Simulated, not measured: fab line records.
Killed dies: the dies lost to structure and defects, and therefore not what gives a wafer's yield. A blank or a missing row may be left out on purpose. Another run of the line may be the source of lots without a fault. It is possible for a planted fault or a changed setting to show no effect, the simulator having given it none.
Which tool was responsible? -- flow gf180mcu -- 14 lots, 42 wafers sampled, at 4 steps of a route of 602

## WHAT THE GAUGES READ, wafer by wafer
GF_M1_THK_MEAS_06: measures by xrf.
lot,measured,on,M1_ALCU_THK (nm)
L630,day 16 00:29,film_metro-02,450 450 449
L631,day 16 13:53,film_metro-03,450 449 451
L632,day 16 23:53,film_metro-01,448 450 443
L634,day 17 12:40,film_metro-03,452 453 451
L636,day 18 10:46,film_metro-01,456 452 456
L637,day 18 23:23,film_metro-01,451 449 449
L639,day 19 19:14,film_metro-02,448 453 451
L640,day 19 22:12,film_metro-02,454 457 453
L641,day 20 07:26,film_metro-02,449 449 455
L642,day 20 15:34,film_metro-03,447 452 449
L643,day 20 22:58,film_metro-03,446 448 448
L645,day 21 15:16,film_metro-03,454 456 453
L650,day 23 11:38,film_metro-02,455 455 454
L651,day 23 19:20,film_metro-01,446 449 448

## TOOL THAT RAN EACH LOT (tool first, then ch and the chambers of the sampled wafers, then the start)
lot,GF_POLY_GATE_DEVELOP_09,GF_M1_SPUTTER_03,GF_M1_SPUTTER_04
L630,"litho_track-01 ch 0, day 9 02:21","pvd_sputter-04, day 16 00:19","pvd_sputter-04, day 16 00:20"
L631,"litho_track-01 ch 0, day 9 11:36","pvd_sputter-03, day 16 13:43","pvd_sputter-03, day 16 13:44"
L632,"litho_track-01 ch 0, day 9 19:37","pvd_sputter-04, day 16 23:41","pvd_sputter-04, day 16 23:43"
L634,"litho_track-04 ch 0, day 10 08:53","pvd_sputter-04, day 17 12:29","pvd_sputter-04, day 17 12:31"
L636,"litho_track-04 ch 0, day 11 00:31","pvd_sputter-02, day 18 10:35","pvd_sputter-02, day 18 10:36"
L637,"litho_track-03 ch 0, day 11 08:44","pvd_sputter-02, day 18 23:11","pvd_sputter-02, day 18 23:13"
L639,"litho_track-04 ch 0, day 12 01:52","pvd_sputter-04, day 19 19:03","pvd_sputter-04, day 19 19:04"
L640,"litho_track-04 ch 0, day 12 04:56","pvd_sputter-04, day 19 22:00","pvd_sputter-04, day 19 22:01"
L641,"litho_track-03 ch 0, day 12 10:44","pvd_sputter-04, day 20 07:15","pvd_sputter-04, day 20 07:16"
L642,"litho_track-03 ch 0, day 12 18:59","pvd_sputter-04, day 20 15:23","pvd_sputter-04, day 20 15:25"
L643,"litho_track-03 ch 0, day 13 01:01","pvd_sputter-04, day 20 22:46","pvd_sputter-04, day 20 22:47"
L645,"litho_track-04 ch 0, day 13 14:14","pvd_sputter-04, day 21 15:05","pvd_sputter-04, day 21 15:07"
L650,"litho_track-01 ch 0, day 15 04:53","pvd_sputter-03, day 23 11:28","pvd_sputter-03, day 23 11:29"
L651,"litho_track-01 ch 0, day 15 11:56","pvd_sputter-02, day 23 19:10","pvd_sputter-02, day 23 19:11"
- GF_POLY_GATE_DEVELOP_09: develop time 60 s.
- GF_M1_SPUTTER_03: material Ti, target thk 10 nm, time 6.7 s.
- GF_M1_SPUTTER_04: material TiN, target thk 50 nm, time 41.7 s.

## WHAT THE TOOLS THEMSELVES READ (means of the sampled wafers that have a number; where no wafer has one, the mark that the record gives instead)
GF_POLY_GATE_DEVELOP_09.
lot,tool,developer_temp_C (C)
L630,litho_track-01,21.01
L631,litho_track-01,20.93
L632,litho_track-01,21.07
L634,litho_track-04,20.99
L636,litho_track-04,21.12
L637,litho_track-03,21.01
L639,litho_track-04,20.99
L640,litho_track-04,21.12
L641,litho_track-03,20.87
L642,litho_track-03,21.09
L643,litho_track-03,21.03
L645,litho_track-04,21.03
L650,litho_track-01,20.32
L651,litho_track-01,20.40

GF_M1_SPUTTER_03.
lot,tool,chamber_pressure_pa (Pa),throttle_valve_pct (%)
L630,pvd_sputter-04,0.2998,30.0
L631,pvd_sputter-03,0.3000,29.5
L632,pvd_sputter-04,0.3004,29.4
L634,pvd_sputter-04,0.3001,28.3
L636,pvd_sputter-02,0.3003,30.4
L637,pvd_sputter-02,0.3000,29.8
L639,pvd_sputter-04,0.2997,31.0
L640,pvd_sputter-04,0.2992,28.5
L641,pvd_sputter-04,0.3002,29.1
L642,pvd_sputter-04,0.3001,28.4
L643,pvd_sputter-04,0.2994,30.9
L645,pvd_sputter-04,0.2998,28.4
L650,pvd_sputter-03,0.3003,29.9
L651,pvd_sputter-02,0.3001,30.6

GF_M1_SPUTTER_04.
lot,tool,chamber_pressure_pa (Pa),throttle_valve_pct (%)
L630,pvd_sputter-04,0.3998,30.2
L631,pvd_sputter-03,0.4006,29.6
L632,pvd_sputter-04,0.4004,29.4
L634,pvd_sputter-04,0.4002,28.5
L636,pvd_sputter-02,0.3999,30.3
L637,pvd_sputter-02,0.4001,29.8
L639,pvd_sputter-04,0.4005,30.9
L640,pvd_sputter-04,0.4004,28.5
L641,pvd_sputter-04,0.4002,29.2
L642,pvd_sputter-04,0.3998,28.5
L643,pvd_sputter-04,0.3999,30.9
L645,pvd_sputter-04,0.4002,28.6
L650,pvd_sputter-03,0.4001,29.9
L651,pvd_sputter-02,0.4000,30.4

## THE ANSWER, worked out from the rows above alone
Rule: what is usual is taken from the lots themselves. Put in order of their means at a reading, lots are off if they are a third of the lots or fewer, leave a main group of 4 or more, and stand apart from it by a gap of 3 or more times the standard deviation of the main group's means; of several such gaps the widest counts. If all means in a main group match to the digits the tables above print for the reading, that group is not used. A lot without any number at a reading at which 4 lots or more have one is off too. The other lots that the step has rows for count as sound. Order of review: gauges by route order, followed by the tools' own readings, for which a lot's mean as printed above is used. At the first step where some lot is off, the reading lying furthest off is the one used; lots without a number count as furthest.
Off, at GF_POLY_GATE_DEVELOP_09 on developer_temp_C: L650, L651. Mean 21.02 C and standard deviation 0.071 in the main group.
A tool fits if, at that step or a process step before it, it ran every lot that is off, and no sound lot after the first of them. One fits: litho_track-01 at GF_POLY_GATE_DEVELOP_09. Its last sound lot is L632 (day 9 19:37), its first lot that is off L650 (day 15 04:53): a fault that began between those two fits.
On the lots that are off, the tool's own readings at GF_POLY_GATE_DEVELOP_09 differ by more than 5 times the standard deviation of the sound lots' means, which bears it out; developer_temp_C reads 20.36 C there versus 21.02 C on the sound lots.

## WHAT THE SIMULATOR HAD INSERTED
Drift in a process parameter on litho_track-01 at GF_POLY_GATE_DEVELOP_09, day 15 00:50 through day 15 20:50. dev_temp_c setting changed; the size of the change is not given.
Struck lots among those shown: L650, L651. This agrees with what the rule above found.
